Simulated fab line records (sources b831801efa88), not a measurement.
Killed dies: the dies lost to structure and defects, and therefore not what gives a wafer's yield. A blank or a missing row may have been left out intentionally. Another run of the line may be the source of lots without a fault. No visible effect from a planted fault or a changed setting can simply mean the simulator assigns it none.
Which of the tools did it? -- flow gf180mcu -- route of 602 steps, sampled at 1 step: 15 lots, 45 wafers

WHAT THE GAUGES READ, wafer by wafer
GF_POLY_GATE_THK_MEAS_17.
lot,measured,on,POLY_GATE_OXIDATION_THK (nm)
L885,day 9 13:52,film metro-03,3.91 3.91 3.93
L889,day 10 19:01,film metro-04,4.04 4.05 4.04
L890,day 11 00:22,film metro-02,4.17 4.10 4.19
L893,day 11 22:46,film metro-03,4.03 3.95 4.06
L894,day 12 06:19,film metro-02,3.94 3.96 4.00
L895,day 12 14:16,film metro-03,3.82 3.98 3.89
L897,day 13 05:31,film metro-03,4.10 4.11 4.07
L899,day 13 15:33,film metro-04,4.00 4.11 4.16
L900,day 14 02:20,film metro-03,3.99 3.96 3.90
L901,day 14 07:16,film metro-04,3.97 3.97 4.08
L902,day 14 13:26,film metro-04,4.00 3.86 3.99
L903,day 14 22:51,film metro-03,3.94 3.86 3.93
L904,day 15 02:54,film metro-04,3.85 3.93 3.87
L905,day 15 11:47,film metro-03,3.91 3.93 3.97
L906,day 15 18:34,film metro-03,3.93 3.85 3.98

WHICH TOOL RAN EACH LOT (tool, then ch and the chambers of the sampled wafers, then the start)
Record: no process step prior to these readings.

AS READ BY THE TOOLS THEMSELVES (means over the sampled wafers that have a number; for cases with no such wafer, the mark the record gives instead)
The record holds no such reading with a usual standard deviation.

THE ANSWER, worked out from the rows above alone
Rule: usual is defined by the lots themselves. The widest of any qualifying gaps counts: lots, ordered by their means at a reading, are off when they make up no more than a third of the lots, leave a main group of 4 or more, and stand apart from it by 3 or more times the standard deviation of that group's means. If all means in a main group match to the digits the tables above print for the reading, that group is not used. A lot without any number at a reading at which 4 lots or more have one is off too. Where the step has rows for the other lots, those lots are counted as sound. After the gauges, taken in route order, come the tools' own readings; for these a lot's mean is taken, as printed above. The first step at which some lot is off is used, and at that step the reading that is off furthest; a lot without a number counts as furthest.
No lot is off on any of the readings shown, so nothing can be concluded from this.

WHAT WAS PUT IN BY THE SIMULATOR
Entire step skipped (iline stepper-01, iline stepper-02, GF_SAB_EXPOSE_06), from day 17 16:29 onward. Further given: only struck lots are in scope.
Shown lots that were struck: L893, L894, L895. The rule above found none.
